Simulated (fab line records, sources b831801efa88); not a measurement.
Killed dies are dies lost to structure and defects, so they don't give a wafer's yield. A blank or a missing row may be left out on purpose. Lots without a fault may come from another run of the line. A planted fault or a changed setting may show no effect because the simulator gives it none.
Chamber matching | flow gf180mcu | GF_V4_CMP_04 on cmp-01: 4 sister chambers
The step polishes SiO2. 8 wafers are shown with their chamber, then 6 later ones without.

WAFERS WITH THEIR CHAMBER
wafer  | chamber | motor_current_A (A) | time_to_endpoint_s (s)
L248.5 | 3       | 10.1                | 83
L251.5 | 1       | 11.3                | 82
L251.6 | 0       | 13.6                | 85
L254.3 | 0       | 13.5                | 86
L254.4 | 2       | 12.5                | 85
L254.6 | 3       | 10.5                | 88
L263.2 | 1       | 10.6                | 76
L263.4 | 2       | 12.1                | 82

WAFERS WITHOUT THEIR CHAMBER
wafer  | motor_current_A (A) | time_to_endpoint_s (s)
L266.1 | 10.1                | 78
L266.4 | 11.8                | 84
L266.6 | 10.7                | 87
L268.1 | 12.7                | 77
L268.2 | 11.3                | 76
L268.4 | 10.4                | 83

WHICH CHAMBER EACH WENT THROUGH
wafer  | from the rows above     | in truth
L266.1 | can't be placed: 3 or 1 | 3
L266.4 | can't be placed: 2 or 1 | 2
L266.6 | can't be placed: 3 or 1 | 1
L268.1 | can't be placed: 2 or 0 | 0
L268.2 | 1                       | 1
L268.4 | can't be placed: 3 or 1 | 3
Placed correctly: 1 of 6. Can't be placed from these rows: 5 (the true chamber is among the candidates in 5). Placed wrongly: 0.
How it was worked out, from the rows above alone: a wafer's distance from a chamber is the root of the sum, over the readings, of the square of ((its reading less the chamber's mean) divided by the reading's scatter). The wafer belongs to the nearest chamber; if the next one is less than 2 further off, it can't be placed. A chamber's mean is the mean of its shown wafers. The scatter: the root of (the sum of the squares of (reading less its chamber's mean) over the shown wafers, divided by (wafers less chambers)).
